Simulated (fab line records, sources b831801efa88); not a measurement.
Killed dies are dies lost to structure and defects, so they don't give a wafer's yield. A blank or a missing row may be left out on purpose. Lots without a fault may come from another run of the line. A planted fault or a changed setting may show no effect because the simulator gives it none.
Chamber matching | flow sfq_line | SFQ_TRILAYER_I2_CMP_CMP_064 on cmp-01: 4 sister chambers
The step polishes SiO2. 8 wafers are shown with their chamber, then 9 later ones without.

WAFERS WITH THEIR CHAMBER
wafer  | chamber | motor_current_A (A) | time_to_endpoint_s (s)
L248.4 | 1       | 11.9                | 217
L248.6 | 1       | 11.5                | 216
L252.3 | 2       | 9.9                 | 207
L252.6 | 2       | 9.2                 | 220
L259.3 | 3       | 11.1                | 212
L260.5 | 3       | 11.5                | 226
L262.1 | 0       | 10.8                | 216
L262.5 | 0       | 11.3                | 230

WAFERS WITHOUT THEIR CHAMBER
wafer  | motor_current_A (A) | time_to_endpoint_s (s)
L265.1 | 9.8                 | 211
L265.5 | 11.2                | 222
L265.6 | 11.7                | 214
L267.1 | 9.9                 | 216
L267.2 | 12.1                | 219
L267.5 | 11.2                | 221
L268.4 | 10.9                | 218
L268.2 | 12.4                | 213
L268.6 | 11.8                | 213

WHICH CHAMBER EACH WENT THROUGH
wafer  | from the rows above          | in truth
L265.1 | 2                            | 2
L265.5 | can't be placed: 0 or 3 or 1 | 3
L265.6 | can't be placed: 1 or 3 or 0 | 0
L267.1 | 2                            | 2
L267.2 | can't be placed: 1 or 3 or 0 | 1
L267.5 | can't be placed: 3 or 0 or 1 | 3
L268.4 | can't be placed: 0 or 3 or 1 | 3
L268.2 | can't be placed: 1 or 3 or 0 | 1
L268.6 | can't be placed: 1 or 3 or 0 | 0
Placed correctly: 2 of 9. Can't be placed from these rows: 7 (the true chamber is among the candidates in 7). Placed wrongly: 0.
How it was worked out, from the rows above alone: a wafer's distance from a chamber is the root of the sum, over the readings, of the square of ((its reading less the chamber's mean) divided by the reading's scatter). The wafer belongs to the nearest chamber; if the next one is less than 2 further off, it can't be placed. A chamber's mean is the mean of its shown wafers. The scatter: the root of (the sum of the squares of (reading less its chamber's mean) over the shown wafers, divided by (wafers less chambers)).
